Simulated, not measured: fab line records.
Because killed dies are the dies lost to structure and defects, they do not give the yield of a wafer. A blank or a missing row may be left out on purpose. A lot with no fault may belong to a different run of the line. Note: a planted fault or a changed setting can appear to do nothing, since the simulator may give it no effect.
fab line records    flow sky130
record lots=7  wafers=21  last_day=50
route steps=708 shown CONTACT@412 PAD_OPEN@708
lots with no fault: from the same line, run without faults
start_h: start of the lot's first displayed wafer, in hours after the record's first day    wait_h: hours elapsed since this lot's preceding step    " unchanged from the row above    L1.1+2: a single row standing in for several wafers    - either no value or no given start    * or withheld: withheld    < > ~ a bound
route shown NAME@n: NAME is a module with steps in the file, n the number in the route of the first one    usual: mean and standard deviation over wafers with no fault    same: alike in all rows    chamber/n: place in a boat    sites: the reading at each site    _std_site: the values' standard deviation    _edge_site: inner sites' mean taken away from outer sites' mean    radius_mm: for every site, how far away it sits from the centre of the wafer    mask NAME#n: copy n    behind: the most recent tool/chamber to have shaped the wafer    hold: the reason the lot was held/the length of the hold in hours/how it ended    device: transistor that didn't switch, given as n, p or np    end of line: the route-end tests of the same wafers    for a step that has no rows: nothing shown but its recipe    killed: dies that structure and defects cost at the first sort, which is not the same as the wafer's yield    map: per-die view of a wafer (x killed, . not killed, _ where there is no die)
set.NAME: the run value of the setting; set.NAME@STEP: its run value at that earlier step    model.NAME: the simulator's own value behind a step, which no gauge read
lots seen at some steps along the route; tables by step, rows by wafer
services: when a tool's chamber went out of use (start_h, in hours from the record's first day, below 0 if earlier), for how many hours, and the reason
## steps
# step SKY_CONTACT_DEHYDRATE_06
# recipe temp_c=200  time_s=60
# step SKY_CONTACT_HMDS_07
# recipe prime_time_s=60  prime_temp_c=120
# step SKY_CONTACT_COAT_08
# recipe resist=BARC  temp_c=withheld  time_s=withheld  spin_rpm=3000  resist_thk_nm=60
# step SKY_CONTACT_COAT_09
# recipe resist=KrF-thick  spin_rpm=3000  resist_thk_nm=450
# step SKY_CONTACT_SOFTBAKE_10
# recipe temp_c=100  time_s=91.97  resist=KrF-thick
# usual plate_sensor_t_centre_C=100.88/0.011  plate_sensor_t_edge_C=100.95/0.011  resist_line_temp_C=23.00/0.11
lot.wafer  tool            chamber  start_h  wait_h  plate_sensor_t_centre_C  plate_sensor_t_edge_C  resist_line_temp_C
L490.1     litho_track-01  0        -        -       100.89                   100.95                 22.84
L490.5     "               0        "        "       100.88                   100.95                 22.97
L490.6     "               0        "        "       100.90                   100.97                 23.09
L491.1     litho_track-04  0        -        -       100.88                   100.97                 23.07
L491.4     "               0        "        "       100.87                   100.94                 23.07
L491.6     "               0        "        "       100.86                   100.95                 22.97
L492.1     litho_track-03  0        -        -       100.89                   100.95                 22.84
L492.3     "               0        "        "       100.89                   100.95                 23.04
L492.6     "               0        "        "       100.89                   100.96                 22.95
L501.2     litho_track-03  0        -        -       100.89                   100.95                 23.30
L501.4     "               0        "        "       100.86                   100.95                 23.04
L501.6     "               0        "        "       100.90                   100.96                 23.11
L502.1     litho_track-03  0        -        -       100.89                   100.94                 23.17
L502.2     "               0        "        "       100.89                   100.97                 23.04
L502.4     "               0        "        "       100.87                   100.95                 23.02
L507.1     litho_track-04  0        -        -       100.88                   100.96                 23.11
L507.3     "               0        "        "       100.87                   100.97                 22.96
L507.6     "               0        "        "       100.88                   100.94                 23.00
L508.3     litho_track-01  0        -        -       100.89                   100.95                 22.94
L508.5     "               0        "        "       100.88                   100.96                 23.02
L508.6     "               0        "        "       100.88                   100.94                 22.80
# step SKY_CONTACT_EXPOSE_11
# recipe mask_id=CTM1  na=0.8  source_shape=annular  sigma_inner=0.55  sigma_outer=0.85  target_cd_nm=170  dose_mj=38
# step SKY_CONTACT_PEB_12
# recipe peb_temp_c=withheld  peb_time_s=withheld  resist=KrF-thick
# step SKY_CONTACT_DEVELOP_13
# recipe develop_time_s=60  resist=KrF-thick  dev_temp_c=21
# step SKY_CONTACT_CD_MEAS_14
# recipe target_cd_nm=170
# usual cd_nm=169.9/1.4
lot.wafer  tool       chamber  start_h  wait_h  cd_nm
L490.1     cd_sem-02  -        759.50   -       170.8
L490.5     "          -        "        "       170.2
L490.6     "          -        "        "       171.5
L491.1     cd_sem-02  -        775.80   -       171.0
L491.4     "          -        "        "       171.3
L491.6     "          -        "        "       171.8
L492.1     cd_sem-02  -        788.95   -       171.4
L492.3     "          -        "        "       171.9
L492.6     "          -        "        "       171.7
L501.2     cd_sem-01  -        863.17   -       169.1
L501.4     "          -        "        "       167.2
L501.6     "          -        "        "       169.2
L502.1     cd_sem-01  -        866.70   -       169.5
L502.2     "          -        "        "       170.6
L502.4     "          -        "        "       169.6
L507.1     cd_sem-01  -        889.75   -       167.3
L507.3     "          -        "        "       166.5
L507.6     "          -        "        "       165.4
L508.3     cd_sem-02  -        898.14   -       169.6
L508.5     "          -        "        "       169.8
L508.6     "          -        "        "       169.2
# step SKY_CONTACT_OVL_MEAS_15
# usual CONTACT_OVL=6/6.2
lot.wafer  tool        chamber  start_h  wait_h  CONTACT_OVL[nm]
L490.1     overlay-02  -        759.62   0.1     12
L490.5     "           -        "        "       13
L490.6     "           -        "        "       17
L491.1     overlay-02  -        775.92   0.1     1
L491.4     "           -        "        "       1
L491.6     "           -        "        "       6
L492.1     overlay-01  -        789.07   0.1     11
L492.3     "           -        "        "       5
L492.6     "           -        "        "       12
L501.2     overlay-01  -        863.27   0.1     3
L501.4     "           -        "        "       10
L501.6     "           -        "        "       6
L502.1     overlay-02  -        866.82   0.1     13
L502.2     "           -        "        "       12
L502.4     "           -        "        "       9
L507.1     overlay-02  -        889.87   0.1     -3
L507.3     "           -        "        "       1
L507.6     "           -        "        "       -2
L508.3     overlay-02  -        898.23   0.1     7
L508.5     "           -        "        "       3
L508.6     "           -        "        "       9
# step SKY_CONTACT_ETCH_16
# recipe chemistry=N2/H2  target=BARC  ion_energy_ev=200  source_w=500  bias_w=100  pressure_mtorr=30  n2_flow_sccm=100  h2_flow_sccm=200  stop_on=SiO2  time_s=45.9  target_depth_a=600
# usual bias_w=99.96/0.3  chamber_pressure_mTorr=30.001/0.026  drypump_motor_current_A=5.8/0.44  oes_product_au=0.855/0.0047  throttle_valve_pct=13.224/0.0092
lot.wafer  tool         chamber  start_h  wait_h  bias_w  chamber_pressure_mTorr  drypump_motor_current_A  oes_product_au  rf_hours_counter_h  throttle_valve_pct
L490.1     rie_diel-03  3        759.65   0.0     100.45  30.027                  6.6                      0.858           9                   13.213
L490.5     "            2        "        "       100.28  29.979                  6.3                      0.847           -                   13.234
L490.6     "            3        "        "       99.50   30.014                  6.6                      0.858           -                   13.200
L491.1     rie_diel-02  3        775.95   0.0     100.05  29.991                  5.7                      0.850           9                   13.211
L491.4     "            2        "        "       99.71   29.988                  5.2                      0.859           8                   13.222
L491.6     "            2        "        "       99.54   29.996                  5.2                      0.863           -                   13.220
L492.1     rie_diel-04  1        789.10   0.0     99.69   30.018                  5.4                      0.853           9                   13.227
L492.3     "            3        "        "       100.30  29.983                  5.7                      0.855           2                   13.223
L492.6     "            1        "        "       99.69   30.039                  5.4                      0.855           -                   13.232
L501.2     rie_diel-02  2        863.30   0.0     99.30   29.976                  5.2                      0.859           12                  13.234
L501.4     "            1        "        "       100.08  29.969                  5.4                      0.851           16                  13.231
L501.6     "            3        "        "       100.15  30.010                  5.6                      0.846           -                   13.201
L502.1     rie_diel-03  2        866.85   0.0     99.87   30.031                  6.3                      0.852           19                  13.234
L502.2     "            0        "        "       99.59   29.987                  5.9                      0.861           6                   13.215
L502.4     "            3        "        "       99.79   30.022                  6.6                      0.855           13                  13.239
L507.1     rie_diel-02  1        889.90   0.0     100.81  29.977                  5.4                      0.853           17                  13.241
L507.3     "            2        "        "       99.59   30.026                  5.2                      0.860           13                  13.216
L507.6     "            1        "        "       100.33  30.022                  5.4                      0.852           -                   13.219
L508.3     rie_diel-03  3        898.26   0.0     99.64   30.041                  6.6                      0.849           14                  13.220
L508.5     "            2        "        "       99.80   30.000                  6.3                      0.852           -                   13.225
L508.6     "            0        "        "       99.34   30.002                  5.9                      0.856           -                   13.212
# step SKY_CONTACT_ETCH_17
# recipe target=SiO2  chemistry=C4F8/O2/Ar  stop_on=Si3N4  mask_material=KrF-thick  source_w=1500  bias_w=1200  pressure_mtorr=40  c4f8_flow_sccm=withheld  O2_flow_sccm=6  Ar_flow_sccm=300  time_s=withheld  target_depth_a=3400
# usual bias_w=1200/3.2  chamber_pressure_mTorr=39.99/0.048  oes_product_au=0.892/0.0048
lot.wafer  tool         chamber  start_h  wait_h  bias_w  chamber_pressure_mTorr  oes_product_au
L490.1     rie_diel-03  3        759.69   0.0     1197    40.01                   0.886
L490.5     "            2        "        "       1202    39.98                   0.889
L490.6     "            3        "        "       1202    39.93                   0.884
L491.1     rie_diel-02  3        776.00   0.0     1204    39.99                   0.893
L491.4     "            2        "        "       1195    40.02                   0.897
L491.6     "            2        "        "       1199    39.95                   0.891
L492.1     rie_diel-04  1        789.15   0.0     1200    40.00                   0.895
L492.3     "            3        "        "       1200    40.02                   0.894
L492.6     "            1        "        "       1196    40.01                   0.893
L501.2     rie_diel-02  2        863.34   0.0     1198    39.93                   0.891
L501.4     "            1        "        "       1200    40.03                   0.897
L501.6     "            3        "        "       1203    40.06                   0.888
L502.1     rie_diel-03  2        866.89   0.0     1201    40.00                   0.888
L502.2     "            0        "        "       1206    39.93                   0.885
L502.4     "            3        "        "       1204    40.01                   0.894
L507.1     rie_diel-02  1        889.94   0.0     1203    40.03                   0.892
L507.3     "            2        "        "       1200    39.97                   0.892
L507.6     "            1        "        "       1203    40.08                   0.896
L508.3     rie_diel-03  3        898.30   0.0     1197    39.94                   0.885
L508.5     "            2        "        "       1200    40.04                   0.896
L508.6     "            0        "        "       1199    40.05                   0.903
# step SKY_CONTACT_ETCH_18
# recipe target=Si3N4  chemistry=CHF3/O2  stop_on=TiN  source_w=600  bias_w=200  pressure_mtorr=40  chf3_flow_sccm=50  O2_flow_sccm=5  time_s=39  target_depth_a=750
# usual O2_flow_sccm=5.000/0.014  bias_w=200.1/0.63  chf3_flow_sccm=50.01/0.15  drypump_motor_current_A=5.8/0.44  oes_product_au=0.851/0.0095  throttle_valve_pct=8.793/0.0097
lot.wafer  tool         chamber  start_h  wait_h  O2_flow_sccm  bias_w  chf3_flow_sccm  drypump_motor_current_A  oes_product_au  rf_hours_counter_h  throttle_valve_pct  model.KrF-thick_of_CONTACT_COAT_09.thk_nm
L490.1     rie_diel-03  3        759      -       -             -       -               -                        -               -                   -                   324.6
L490.5     "            2        "        "       -             -       -               -                        -               -                   -                   330.9
L490.6     "            3        "        "       -             -       -               -                        -               -                   -                   325.5
L491.1     rie_diel-02  3        776      -       -             -       -               -                        -               -                   -                   323
L491.4     "            2        "        "       -             -       -               -                        -               -                   -                   328.3
L491.6     "            2        "        "       -             -       -               -                        -               -                   -                   328.3
L492.1     rie_diel-04  1        789      -       -             -       -               -                        -               -                   -                   324.5
L492.3     "            3        "        "       -             -       -               -                        -               -                   -                   324.1
L492.6     "            1        "        "       -             -       -               -                        -               -                   -                   325.7
L501.2     rie_diel-02  2        863      -       5.001         201.1   49.91           5.2                      0.836           12                  8.779               245.2
L501.4     "            1        "        "       4.986         200.3   49.74           5.4                      0.876           16                  8.792               239
L501.6     "            3        "        "       5.012         200.7   50.09           5.6                      0.837           -                   8.783               243.6
L502.1     rie_diel-03  2        866      -       5.018         201.7   50.26           6.3                      0.828           19                  8.795               245.9
L502.2     "            0        "        "       5.006         199.9   49.98           5.9                      0.844           6                   8.788               238.2
L502.4     "            3        "        "       5.009         200.1   50.06           6.6                      0.831           13                  8.801               240.6
L507.1     rie_diel-02  1        889      -       5.015         200.9   49.74           5.4                      0.861           17                  8.794               234.9
L507.3     "            2        "        "       4.992         200.1   50.46           5.2                      0.845           13                  8.792               243.2
L507.6     "            1        890      -       5.021         200.4   49.89           5.4                      0.864           -                   8.798               234.8
L508.3     rie_diel-03  3        898      -       5.014         200.7   49.97           6.6                      0.845           14                  8.791               236.8
L508.5     "            2        "        "       4.992         199.9   50.03           6.3                      0.853           -                   8.776               240.3
L508.6     "            0        "        "       5.000         200.0   50.27           5.9                      0.860           -                   8.804               234.9
# step SKY_CONTACT_STRIP_19
# recipe chemistry=O2/N2  power_w=1400  pressure_mtorr=1500  platen_temp_c=withheld  o2_flow_sccm=3000  n2_flow_sccm=300  overash_fraction=0.5
# usual drypump_motor_current_A=6.0/0.39  oes_product_au=0.380/0.0051  strip_time_to_endpoint_s=3.60/0.042
lot.wafer  tool             chamber  start_h  wait_h  drypump_motor_current_A  oes_product_au  rf_hours_counter_h  strip_time_to_endpoint_s
L490.1     plasma_asher-02  1        759.78   -       5.6                      0.421           33                  4.48
L490.5     "                0        "        "       6.1                      0.424           -                   4.54
L490.6     "                1        "        "       5.6                      0.413           -                   4.49
L491.1     plasma_asher-02  0        776.09   -       6.1                      0.406           35                  4.47
L491.4     "                1        "        "       5.6                      0.418           -                   4.55
L491.6     "                0        "        "       6.1                      0.412           -                   4.51
L492.1     plasma_asher-02  1        789.24   -       5.6                      0.420           36                  4.49
L492.3     "                1        "        "       5.6                      0.411           -                   4.46
L492.6     "                1        "        "       5.6                      0.431           -                   4.51
L501.2     plasma_asher-01  0        863.43   -       6.7                      0.375           76                  3.63
L501.4     "                0        "        "       6.7                      0.383           -                   3.59
L501.6     "                1        "        "       5.9                      0.385           -                   3.64
L502.1     plasma_asher-01  0        866.98   -       6.7                      0.373           77                  3.64
L502.2     "                1        "        "       5.9                      0.377           77                  3.56
L502.4     "                0        "        "       6.7                      0.378           -                   3.60
L507.1     plasma_asher-03  1        890.03   -       6.1                      0.378           15                  3.53
L507.3     "                0        "        "       5.5                      0.382           -                   3.62
L507.6     "                0        "        "       5.5                      0.376           -                   3.53
L508.3     plasma_asher-01  0        898.42   -       6.7                      0.381           -                   3.55
L508.5     "                1        "        "       5.9                      0.385           -                   3.59
L508.6     "                0        "        "       6.7                      0.379           -                   3.54
# step SKY_CONTACT_STRIP_20
# recipe chemistry=post_etch_residue_remover  time_s=1200  temp_c=72.5
# step SKY_PAD_OPEN_PROBE_99
# usual killed_at_M0_to_M3=44/7.2  killed_at_M4_up=3.1/1.8  killed_at_contacts=25/5.2  killed_at_front_end=15/3.9  killed_at_other=0.2/0.5  killed_dies=86/9.5  killed_on_rim=17/3.5  killed_open=47/7.3  killed_short=40/6
# same gross_dies=492  killed_at_back_side=0
lot.wafer  tool       chamber  start_h  wait_h  killed_at_M0_to_M3  killed_at_M4_up  killed_at_contacts  killed_at_front_end  killed_at_other  killed_dies  killed_on_rim  killed_open  killed_short
L490.1     prober-02  -        1095.58  0.1     38                  5                429                 20                   0                492          96             35           46
L490.5     prober-02  -        1095.78  0.2     52                  8                415                 17                   0                492          96             58           49
L490.6     prober-02  -        1095.83  0.2     46                  1                428                 17                   0                492          96             41           42
L491.1     prober-01  -        1105.36  0.1     44                  2                439                 7                    0                492          96             36           44
L491.4     prober-01  -        1105.51  0.2     47                  3                426                 16                   0                492          96             33           57
L491.6     prober-01  -        1105.61  0.2     52                  4                420                 16                   0                492          96             51           44
L492.1     prober-02  -        1118.77  0.1     41                  2                432                 16                   1                492          96             42           33
L492.3     prober-02  -        1118.87  0.2     39                  5                431                 17                   0                492          96             40           40
L492.6     prober-02  -        1119.02  0.2     39                  1                439                 13                   0                492          96             44           30
L501.2     prober-02  -        1168.33  0.1     47                  1                25                  9                    0                82           14             47           35
L501.4     prober-02  -        1168.43  0.2     42                  4                27                  24                   0                97           17             56           41
L501.6     prober-02  -        1168.53  0.2     39                  3                29                  16                   0                87           17             43           44
L502.1     prober-01  -        1172.97  0.1     38                  1                26                  14                   1                80           14             44           36
L502.4     prober-01  -        1173.12  0.2     43                  2                28                  16                   0                89           15             57           32
# killed by level:class
L490.1 CONTACT:area_etch=411 FIELD_ISO:geometric_particle:short=6 VIA1:geometric_particle:open=6 VIA3:geometric_particle:open=6 METAL2:geometric_particle:short=6 VIA2:geometric_particle:open=5 POLY_GATE:geometric_particle:short=5 LI_CONTACT:geometric_particle:open=5
L490.5 CONTACT:area_etch=385 CONTACT:geometric_particle:open=13 VIA1:geometric_particle:open=13 METAL1:geometric_particle:short=8 VIA1:geometric_particle:short=7 LI_CONTACT:geometric_particle:open=6 METAL2:geometric_particle:short=5 VIA3:geometric_particle:open=5
L490.6 CONTACT:area_etch=409 VIA1:geometric_particle:open=12 VIA3:geometric_particle:open=8 CONTACT:geometric_particle:open=7 METAL2:geometric_particle:short=7 METAL1:geometric_particle:short=5 METAL3:geometric_particle:short=5 POLY_GATE:geometric_particle:short=4
L491.1 CONTACT:area_etch=412 CONTACT:geometric_particle:open=9 LI_CONTACT:geometric_particle:open=7 VIA1:geometric_particle:short=6 VIA1:geometric_particle:open=6 VIA2:geometric_particle:short=6 VIA2:geometric_particle:open=6 CONTACT:geometric_particle:short=5
L491.4 CONTACT:area_etch=402 METAL1:geometric_particle:short=12 CONTACT:geometric_particle:open=9 VIA1:geometric_particle:short=9 LI_CONTACT:geometric_particle:short=6 FIELD_ISO:geometric_particle:short=5 VIA1:geometric_particle:open=5 VIA2:geometric_particle:open=5
L491.6 CONTACT:area_etch=397 VIA1:geometric_particle:open=14 VIA3:geometric_particle:open=10 CONTACT:geometric_particle:open=8 LI_CONTACT:geometric_particle:short=7 METAL1:geometric_particle:short=6 METAL2:geometric_particle:short=6 LI_CONTACT:geometric_particle:open=5
L492.1 CONTACT:area_etch=417 FIELD_ISO:geometric_particle:open=7 LI_CONTACT:geometric_particle:open=6 VIA1:geometric_particle:short=6 VIA1:geometric_particle:open=6 VIA2:geometric_particle:open=6 CONTACT:geometric_particle:open=5 METAL2:geometric_particle:short=5
L492.3 CONTACT:area_etch=412 VIA1:geometric_particle:open=11 CONTACT:geometric_particle:open=8 VIA2:geometric_particle:open=8 FIELD_ISO:geometric_particle:short=5 LI_CONTACT:geometric_particle:open=5 VIA1:geometric_particle:short=5 METAL3:geometric_particle:short=4
L492.6 CONTACT:area_etch=418 VIA3:geometric_particle:open=8 VIA1:geometric_particle:open=7 LI_CONTACT:geometric_particle:open=6 LOCAL_INTERCONNECT:geometric_particle:short=6 CONTACT:geometric_particle:short=5 METAL1:geometric_particle:short=5 FIELD_ISO:geometric_particle:open=4
L501.2 VIA3:geometric_particle:open=10 CONTACT:geometric_particle:open=9 VIA1:geometric_particle:open=6 METAL1:geometric_particle:short=6 LOCAL_INTERCONNECT:geometric_particle:short=5 METAL2:geometric_particle:short=5 VIA2:geometric_particle:open=5 LI_CONTACT:geometric_particle:open=4
L501.4 CONTACT:geometric_particle:open=13 VIA1:geometric_particle:open=9 POLY_GATE:geometric_particle:open=9 VIA3:geometric_particle:open=7 FIELD_ISO:geometric_particle:short=6 VIA2:geometric_particle:open=6 METAL2:geometric_particle:short=5 POLY_GATE:geometric_particle:short=4
L501.6 CONTACT:geometric_particle:open=10 VIA1:geometric_particle:open=8 METAL2:geometric_particle:short=8 FIELD_ISO:geometric_particle:open=6 LI_CONTACT:geometric_particle:open=6 VIA1:geometric_particle:short=6 FIELD_ISO:geometric_particle:short=5 LOCAL_INTERCONNECT:geometric_particle:short=5
L502.1 VIA1:geometric_particle:open=9 CONTACT:geometric_particle:open=8 FIELD_ISO:geometric_particle:open=7 VIA2:geometric_particle:open=7 LOCAL_INTERCONNECT:geometric_particle:short=6 CONTACT:geometric_particle:short=5 METAL1:geometric_particle:short=5 VIA3:geometric_particle:open=5
L502.4 CONTACT:geometric_particle:open=14 VIA1:geometric_particle:open=14 VIA2:geometric_particle:open=8 CONTACT:geometric_particle:short=7 VIA3:geometric_particle:open=6 METAL2:geometric_particle:short=5 POLY_GATE:geometric_particle:open=4 POLY_GATE:geometric_particle:short=4
# map L490.1 (x killed, . not)
__________xxxxxxxxxx_________
________xxxxxxxxxxxxxx_______
______xxxxxxxxxxxxxxxxxx_____
_____xxxxxxxxxxxxxxxxxxxx____
____xxxxxxxxxxxxxxxxxxxxxx___
___xxxxxxxxxxxxxxxxxxxxxxxx__
__xxxxxxxxxxxxxxxxxxxxxxxxxx_
_xxxxxxxxxxxxxxxxxxxxxxxxxxxx
_xxxxxxxxxxxxxxxxxxxxxxxxxxxx
_xxxxxxxxxxxxxxxxxxxxxxxxxxxx
_xxxxxxxxxxxxxxxxxxxxxxxxxxxx
_xxxxxxxxxxxxxxxxxxxxxxxxxxxx
_xxxxxxxxxxxxxxxxxxxxxxxxxxxx
_xxxxxxxxxxxxxxxxxxxxxxxxxxxx
_xxxxxxxxxxxxxxxxxxxxxxxxxxxx
__xxxxxxxxxxxxxxxxxxxxxxxxxx_
___xxxxxxxxxxxxxxxxxxxxxxxx__
____xxxxxxxxxxxxxxxxxxxxxx___
_____xxxxxxxxxxxxxxxxxxxx____
______xxxxxxxxxxxxxxxxxx_____
________xxxxxxxxxxxxxx_______
__________xxxxxxxxxx_________
# map L491.1 (x killed, . not)
__________xxxxxxxxxx_________
________xxxxxxxxxxxxxx_______
______xxxxxxxxxxxxxxxxxx_____
_____xxxxxxxxxxxxxxxxxxxx____
____xxxxxxxxxxxxxxxxxxxxxx___
___xxxxxxxxxxxxxxxxxxxxxxxx__
__xxxxxxxxxxxxxxxxxxxxxxxxxx_
_xxxxxxxxxxxxxxxxxxxxxxxxxxxx
_xxxxxxxxxxxxxxxxxxxxxxxxxxxx
_xxxxxxxxxxxxxxxxxxxxxxxxxxxx
_xxxxxxxxxxxxxxxxxxxxxxxxxxxx
_xxxxxxxxxxxxxxxxxxxxxxxxxxxx
_xxxxxxxxxxxxxxxxxxxxxxxxxxxx
_xxxxxxxxxxxxxxxxxxxxxxxxxxxx
_xxxxxxxxxxxxxxxxxxxxxxxxxxxx
__xxxxxxxxxxxxxxxxxxxxxxxxxx_
___xxxxxxxxxxxxxxxxxxxxxxxx__
____xxxxxxxxxxxxxxxxxxxxxx___
_____xxxxxxxxxxxxxxxxxxxx____
______xxxxxxxxxxxxxxxxxx_____
________xxxxxxxxxxxxxx_______
__________xxxxxxxxxx_________
## services
tool             chamber  start_h  hours  kind
plasma_asher-01  -        722.43   4.6    repair
plasma_asher-03  -        733.75   9.0    pm
plasma_asher-03  0        733.75   9.0    vent_cycle
plasma_asher-03  1        733.75   9.0    vent_cycle
plasma_asher-03  0        742.75   -      clean
plasma_asher-03  1        742.75   -      clean
rie_diel-02      0        745.87   -      clean
rie_diel-02      0        745.87   16.0   scheduled_down
rie_diel-02      0        745.87   16.0   vent_cycle
rie_diel-02      3        790.03   23.9   repair
rie_diel-02      -        815.98   0.4    repair
plasma_asher-01  -        825.82   2.8    pm
rie_diel-04      2        863.49   8.6    repair
plasma_asher-02  -        872.94   14.6   pm
rie_diel-04      0        882.02   5.0    repair
rie_diel-02      0        885.32   19.8   repair
rie_diel-04      1        886.93   14.7   repair
rie_diel-03      1        890.19   7.6    repair
rie_diel-03      1        897.77   -      clean
rie_diel-03      1        897.77   24.2   scheduled_down
rie_diel-03      1        897.77   24.2   vent_cycle
## key
first_sign step=SKY_CONTACT_ETCH_18  reading=tool_record  direction=missing
effect step=SKY_CONTACT_STRIP_19  reading=strip_time_to_endpoint_s  direction=up  sigmas=21  usual=*  struck=*
effect step=SKY_PAD_OPEN_PROBE_99  reading=killed_at_contacts  direction=up  sigmas=77  usual=25  struck=429
model_effect step=SKY_CONTACT_ETCH_18  value=KrF-thick_of_CONTACT_COAT_09.thk_nm  without=241.2  struck=326.1
more_kills_born_at SKY_CONTACT_ETCH_18@rie_diel-04=1247  SKY_CONTACT_ETCH_18@rie_diel-02=1211  SKY_CONTACT_ETCH_18@rie_diel-03=1205
met_at SKY_CONTACT_ETCH_18
struck_wafers L490.1,L490.5,L490.6,L491.1,L491.4,L491.6,L492.1,L492.3,L492.6
later_rows_left_out L490.1,L490.5,L490.6,L491.1,L491.4,L491.6,L492.1,L492.3,L492.6
tester_left_out L490,L491,L492
fault kind=skipped_step_whole  tool=rie_diel-02,rie_diel-03,rie_diel-04  chamber=-  onset_h=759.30  steps=SKY_CONTACT_ETCH_18  scope=struck_lots_only
# tester_left_out: of these lots the tester's yield and bins aren't shown, on N5 and GAA mostly nor the transistor test; their killed dies are dies lost to structure and defects alone, not to doping, threshold or leakage, so they don't give the yield
# later_rows_left_out: the simulator's readings of these wafers behind a module that went badly wrong aren't trusted and aren't shown, but for the sort
